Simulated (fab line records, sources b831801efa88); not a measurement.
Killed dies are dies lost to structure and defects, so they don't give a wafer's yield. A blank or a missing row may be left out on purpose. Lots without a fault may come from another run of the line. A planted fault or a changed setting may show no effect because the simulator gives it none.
Which tool did it? | flow sky130 | 14 lots, 42 wafers sampled, at 3 steps of a route of 708

WHAT THE GAUGES READ, wafer by wafer
SKY_RES_XHIGH_TW_MEAS_09. Usual: RES_XHIGH_TW 1623, standard deviation 9.1.
lot  | measured     | on            | RES_XHIGH_TW   | flag
L800 | day 26 23:14 | film_metro-04 | 1621 1633 1636 |
L801 | day 27 10:07 | film_metro-02 | 1620 1616 1629 |
L802 | day 27 12:56 | film_metro-03 | 1619 1617 1612 |
L803 | day 27 18:10 | film_metro-03 | 1611 1618 1614 |
L804 | day 28 04:41 | film_metro-02 | 1632 1618 1625 |
L806 | day 29 04:43 | film_metro-03 | 1634 1630 1621 |
L807 | day 29 07:39 | film_metro-03 | 1633 1630 1616 |
L809 | day 29 20:37 | film_metro-02 | 1615 1618 1614 |
L815 | day 31 20:20 | film_metro-04 | 1616 1621 1617 |
L817 | day 32 12:39 | film_metro-03 | 1594 1595 1591 | OFF
L819 | day 33 03:35 | film_metro-02 | 1595 1583 1594 | OFF
L820 | day 33 06:38 | film_metro-04 | 1621 1621 1618 |
L822 | day 34 04:25 | film_metro-02 | 1610 1605 1608 |
L823 | day 34 06:43 | film_metro-03 | 1628 1630 1625 |

SKY_SD_N_RS_MEAS_18: measures by four-point-probe. Usual: RES_XHIGH_RS 333.5 ohm/sq, standard deviation 1.3.
lot  | measured     | on            | RES_XHIGH_RS (ohm/sq) | flag
L800 | day 28 04:38 | film_metro-04 | 332.3 332.7 332.2     |
L801 | day 28 15:47 | film_metro-04 | 333.3 333.7 335.0     |
L802 | day 28 18:08 | film_metro-03 | 333.1 333.2 333.7     |
L803 | day 29 00:08 | film_metro-02 | 334.0 333.7 335.3     |
L804 | day 29 09:14 | film_metro-04 | 331.1 332.1 332.5     |
L806 | day 30 08:43 | film_metro-04 | 334.5 334.4 333.7     |
L807 | day 30 11:59 | film_metro-04 | 334.0 332.7 333.6     |
L809 | day 31 01:37 | film_metro-03 | 334.3 334.5 335.3     |
L815 | day 33 00:16 | film_metro-03 | 334.0 334.3 334.0     |
L817 | day 33 16:11 | film_metro-02 | 354.2 355.7 355.8     | OFF
L819 | day 34 06:37 | film_metro-04 | 350.8 350.8 351.3     | OFF
L820 | day 34 10:20 | film_metro-02 | 335.1 334.4 333.3     |
L822 | day 35 07:59 | film_metro-04 | 334.0 332.6 331.2     |
L823 | day 35 10:16 | film_metro-02 | 334.8 334.6 334.8     |

WHICH TOOL RAN EACH LOT (tool, then ch and the chambers of the sampled wafers, then the start)
lot  | SKY_RES_XHIGH_IMPLANT_07
L800 | implanter-01 ch 0, day 26 22:59
L801 | implanter-04 ch 0, day 27 09:53
L802 | implanter-01 ch 0, day 27 12:41
L803 | implanter-01 ch 0, day 27 17:55
L804 | implanter-04 ch 0, day 28 04:26
L806 | implanter-02 ch 0, day 29 04:28
L807 | implanter-02 ch 0, day 29 07:26
L809 | implanter-02 ch 0, day 29 20:22
L815 | implanter-04 ch 0, day 31 20:07
L817 | implanter-01 ch 0, day 32 12:20
L819 | implanter-01 ch 0, day 33 03:20
L820 | implanter-02 ch 0, day 33 06:24
L822 | implanter-02 ch 0, day 34 04:13
L823 | implanter-04 ch 0, day 34 06:28
- SKY_RES_XHIGH_IMPLANT_07

WHAT THE TOOLS THEMSELVES READ (means of the sampled wafers that have a number; where no wafer has one, the mark that the record gives instead)
The record holds no such reading with a usual standard deviation.

THE ANSWER, worked out from the rows above alone
Rule: a lot is off if the mean of its wafers that have a number lies more than 3 standard deviations from the usual mean. A lot without any number at a reading at which 4 lots or more have one is off too. The other lots that the step has rows for count as sound. The gauges are gone through in route order, then the tools' own readings, and for those a lot's mean is taken as printed above. The first step at which some lot is off is used, and at that step the reading that is off furthest; a lot without a number counts as furthest.
Off: L817, L819, at SKY_RES_XHIGH_TW_MEAS_09 (RES_XHIGH_TW).
A tool fits if, at a process step before that reading, it ran every lot that is off, and no sound lot after the first of them. The gauges at SKY_RES_XHIGH_TW_MEAS_09 are tried like those tools. One fits: implanter-01 at SKY_RES_XHIGH_IMPLANT_07. Its last sound lot is L803 (day 27 17:55), its first lot that is off L817 (day 32 12:20): a fault that began between those two fits.

WHAT THE SIMULATOR HAD PUT IN
Process parameter drift: implanter-01, from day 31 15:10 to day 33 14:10, at SKY_RES_XHIGH_IMPLANT_07. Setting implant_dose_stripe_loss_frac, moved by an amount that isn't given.
Lots struck among those shown: L817, L819. The rule above found the same.
